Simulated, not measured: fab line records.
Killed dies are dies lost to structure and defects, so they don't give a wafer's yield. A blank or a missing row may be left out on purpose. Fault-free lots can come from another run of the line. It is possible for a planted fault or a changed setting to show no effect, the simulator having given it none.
Check for tools in common :: flow sky130 :: Sampled: 12 lots, 36 wafers

WHY IT WAS OPENED
Of 12 lots, 4 have the reading NWELL_00_OVL flagged at SKY_NWELL_OVL_MEAS_10. Fault-free wafers read 0.8 nm, with a standard deviation of 1.2.
Rule: a lot gets a flag if all its wafers with a number sit over 4 standard deviations from that mean, or if no wafer of it has a number. The rest of the lots are taken to be sound.

lot: L309
measured: day 5 05:22
on: overlay-02
NWELL_00_OVL (nm), wafer by wafer: 0.2 -2.3 -0.8
flag: 

lot: L311
measured: day 5 22:11
on: overlay-01
NWELL_00_OVL (nm), wafer by wafer: 0.8 0.8 1.5
flag: 

lot: L313
measured: day 5 23:59
on: overlay-02
NWELL_00_OVL (nm), wafer by wafer: 171.4 171.4 170.1
flag: FLAGGED

lot: L314
measured: day 6 06:53
on: overlay-02
NWELL_00_OVL (nm), wafer by wafer: 169.3 168.5 169.6
flag: FLAGGED

lot: L316
measured: day 6 11:41
on: overlay-01
NWELL_00_OVL (nm), wafer by wafer: 171.3 170.5 172.0
flag: FLAGGED

lot: L315
measured: day 6 12:02
on: overlay-02
NWELL_00_OVL (nm), wafer by wafer: 169.4 169.9 170.0
flag: FLAGGED

lot: L322
measured: day 7 15:46
on: overlay-01
NWELL_00_OVL (nm), wafer by wafer: 2.2 0.5 0.8
flag: 

lot: L323
measured: day 7 23:29
on: overlay-02
NWELL_00_OVL (nm), wafer by wafer: -0.6 0.1 -0.1
flag: 

lot: L326
measured: day 8 16:15
on: overlay-02
NWELL_00_OVL (nm), wafer by wafer: 1.8 0.2 1.5
flag: 

lot: L328
measured: day 9 05:17
on: overlay-01
NWELL_00_OVL (nm), wafer by wafer: 0.8 -0.5 0.7
flag: 

lot: L329
measured: day 9 16:56
on: overlay-01
NWELL_00_OVL (nm), wafer by wafer: 2.8 3.9 2.6
flag: 

lot: L331
measured: day 10 04:17
on: overlay-01
NWELL_00_OVL (nm), wafer by wafer: 2.0 0.3 0.3
flag: 
Averaged over the flagged lots the numbers come to 170.3 nm, +169.5 nm from the usual (+99 or more standard deviations).

EACH LOT AND THE TOOL IT RAN ON
The record holds 2 process steps before the reading, out of a route of 708 steps. Read each cell as the tool, then ch plus the chambers that the sampled wafers visited, then the start.
lot: L309
flag: 
SKY_FIELD_ISO_CMP_27: cmp-02 ch 1,3, day 2 20:34
SKY_NWELL_EXPOSE_07: ilineStepper-01 ch 0, day 4 20:50

lot: L311
flag: 
SKY_FIELD_ISO_CMP_27: cmp-01 ch 0,1, day 3 11:59
SKY_NWELL_EXPOSE_07: ilineStepper-01 ch 0, day 5 13:49

lot: L313
flag: FLAGGED
SKY_FIELD_ISO_CMP_27: cmp-01 ch 0,2,3, day 3 12:17
SKY_NWELL_EXPOSE_07: ilineStepper-01 ch 0, day 5 15:45

lot: L314
flag: FLAGGED
SKY_FIELD_ISO_CMP_27: cmp-01 ch 0,3, day 3 21:43
SKY_NWELL_EXPOSE_07: ilineStepper-01 ch 0, day 5 21:51

lot: L316
flag: FLAGGED
SKY_FIELD_ISO_CMP_27: cmp-01 ch 0,2,3, day 4 02:45
SKY_NWELL_EXPOSE_07: ilineStepper-01 ch 0, day 6 02:29

lot: L315
flag: FLAGGED
SKY_FIELD_ISO_CMP_27: cmp-01 ch 0,1,2, day 4 03:09
SKY_NWELL_EXPOSE_07: ilineStepper-01 ch 0, day 6 02:40

lot: L322
flag: 
SKY_FIELD_ISO_CMP_27: cmp-02 ch 0,1,2, day 5 05:11
SKY_NWELL_EXPOSE_07: ilineStepper-02 ch 0, day 7 06:39

lot: L323
flag: 
SKY_FIELD_ISO_CMP_27: cmp-02 ch 0,1, day 5 11:10
SKY_NWELL_EXPOSE_07: ilineStepper-02 ch 0, day 7 13:13

lot: L326
flag: 
SKY_FIELD_ISO_CMP_27: cmp-01 ch 1,2, day 6 03:53
SKY_NWELL_EXPOSE_07: ilineStepper-02 ch 0, day 8 06:46

lot: L328
flag: 
SKY_FIELD_ISO_CMP_27: cmp-01 ch 0,1,2, day 6 14:52
SKY_NWELL_EXPOSE_07: ilineStepper-02 ch 0, day 8 19:30

lot: L329
flag: 
SKY_FIELD_ISO_CMP_27: cmp-02 ch 0,2,3, day 6 20:49
SKY_NWELL_EXPOSE_07: ilineStepper-02 ch 0, day 9 05:56

lot: L331
flag: 
SKY_FIELD_ISO_CMP_27: cmp-02 ch 0,1, day 7 10:00
SKY_NWELL_EXPOSE_07: ilineStepper-02 ch 0, day 9 17:35
What is done by these steps:
- SKY_FIELD_ISO_CMP_27: polishes, stops on Si3N4, t overpolish 16 s, target thk 457.8 nm.
- SKY_NWELL_EXPOSE_07: exposes mask NWM, target cd 840 nm.
- SKY_NWELL_OVL_MEAS_10

FLAGGED OVER TOTAL, TOOL BY TOOL (the gauges that took the reading come last)
step: SKY_FIELD_ISO_CMP_27
tool: cmp-01
lots run: 7
flagged: 4
share of the flagged lots: all
sound lots run after its first flagged lot: 2 (L326,L328)

step: SKY_FIELD_ISO_CMP_27
tool: cmp-02
lots run: 5
flagged: 0
share of the flagged lots: none
sound lots run after its first flagged lot: -

step: SKY_NWELL_EXPOSE_07
tool: ilineStepper-01
lots run: 6
flagged: 4
share of the flagged lots: all
sound lots run after its first flagged lot: 0

step: SKY_NWELL_EXPOSE_07
tool: ilineStepper-02
lots run: 6
flagged: 0
share of the flagged lots: none
sound lots run after its first flagged lot: -

step: SKY_NWELL_OVL_MEAS_10
tool: overlay-01
lots run: 6
flagged: 1
share of the flagged lots: some
sound lots run after its first flagged lot: 4 (L322,L328,L329,L331)

step: SKY_NWELL_OVL_MEAS_10
tool: overlay-02
lots run: 6
flagged: 3
share of the flagged lots: some
sound lots run after its first flagged lot: 2 (L323,L326)

THE TABLE: WHAT IT ALLOWS
Table rows that saw every flagged lot: 2, namely cmp-01 at SKY_FIELD_ISO_CMP_27 and ilineStepper-01 at SKY_NWELL_EXPOSE_07.
- cmp-01 at SKY_FIELD_ISO_CMP_27: 4 of its 7 lots flagged. Sound lots ran on it after the first flagged one (L326, L328), which a lasting fault on the whole tool wouldn't allow.
- ilineStepper-01 at SKY_NWELL_EXPOSE_07: 4 of its 6 lots flagged. Last sound lot L311 at day 5 13:49, first flagged lot L313 at day 5 15:45; a fault beginning in between fits.
ilineStepper-01 at SKY_NWELL_EXPOSE_07 is the single tool remaining.

WHAT THE SIMULATOR HAD INSERTED
Scanner matching overlay: ilineStepper-01, from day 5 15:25 on, at SKY_NWELL_EXPOSE_07. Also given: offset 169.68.
Lots struck among those shown: L313, L314, L316, L315. This agrees with what the rule above found.
